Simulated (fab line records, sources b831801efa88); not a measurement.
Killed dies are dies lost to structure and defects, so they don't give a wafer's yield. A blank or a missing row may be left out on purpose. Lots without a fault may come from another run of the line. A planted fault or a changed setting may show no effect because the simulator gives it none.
One fault seen from 2 desks | flow gf180mcu | each desk has only its own numbers; what lay behind them comes last

THE METROLOGY DESK
What the gauges read, lot by lot, whatever tool the lot ran on: means of the sampled wafers that have a number. A lot is out of limits, marked OUT, if its mean lies more than 4 standard deviations from the usual mean; the brackets give that distance.
Columns: A = cd_nm at GF_M2_CD_MEAS_14, usual 280.4 nm; B = V2_CVD_00_THK at GF_V2_THK_MEAS_01, usual 596 nm; C = V2_CVD_02_THK at GF_V2_THK_MEAS_03, usual 847 nm
lot  | first seen here | A     | B   | C
L780 | day 19 21:01    | 280.3 | 601 | 840
L781 | day 20 06:41    | 280.6 | 600 | 852
L782 | day 20 21:23    | 281.0 | 596 | 841
L783 | day 21 06:01    | 279.5 | 596 | 857
L785 | day 21 17:57    | 280.8 | 592 | 841
L786 | day 22 01:10    | 280.7 | 593 | 853
L787 | day 22 16:04    | 281.6 | 600 | 844
L793 | day 25 00:04    | 280.2 | 595 | 851
L794 | day 25 02:19    | 282.8 | 599 | 835
L795 | day 25 07:40    | 281.0 | 596 | 856
L796 | day 25 17:58    | 279.3 | 595 | 848
L797 | day 26 02:07    | 280.2 | 600 | 850
L799 | day 26 09:28    | 282.1 | 598 | 848
L800 | day 27 01:22    | 278.8 | 604 | 850
This desk's finding: nothing out of limits on any of the 14 lots.

THE TOOL OWNER'S DESK: rie_metal-02
The tool's own readings at GF_M2_METAL_ETCH_16 (etches the open film in Cl2/BCl3, stops on SiO2, target depth 627.5 nm, time 104.6 s): means of the sampled wafers that have a number, for each lot that ran on this tool. A lot is out of limits, marked OUT, if its mean lies more than 4 standard deviations from the usual mean; the brackets give that distance.
Columns: A = drypump_motor_current_A at GF_M2_METAL_ETCH_16, usual 5.42 A; B = oes_product_au at GF_M2_METAL_ETCH_16, usual 0.974 a.u.; C = throttle_valve_pct at GF_M2_METAL_ETCH_16, usual 28.247 %
lot  | first seen here | A    | B               | C
L782 | day 20 21:33    | 5.61 | 0.975           | 28.245
L786 | day 22 01:19    | 5.60 | 0.974           | 28.244
L793 | day 25 00:13    | 5.60 | 0.714 (-39) OUT | 28.533 (+29) OUT
L794 | day 25 02:28    | 5.60 | 0.713 (-39) OUT | 28.532 (+29) OUT
This desk's finding: out of limits on L793, L794; first on L793, day 25 00:13 (oes_product_au at GF_M2_METAL_ETCH_16). In limits: L782, L786.

PUT TOGETHER
The tool owner's desk could have raised an alarm at day 25 00:13, on L793, L794.
The metrology desk saw nothing out of limits.
The metrology desk has L793, L794 on record, within its limits.
Of the lots named, all ran GF_M2_METAL_ETCH_16 on rie_metal-02.

WHAT THE SIMULATOR HAD PUT IN
Process parameter drift: rie_metal-02, from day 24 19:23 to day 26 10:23, at GF_M2_METAL_ETCH_16. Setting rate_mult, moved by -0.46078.
Lots struck among those shown: L793, L794.
Hours from the fault's start to each desk's first reading out of limits: the tool owner's desk, 5.
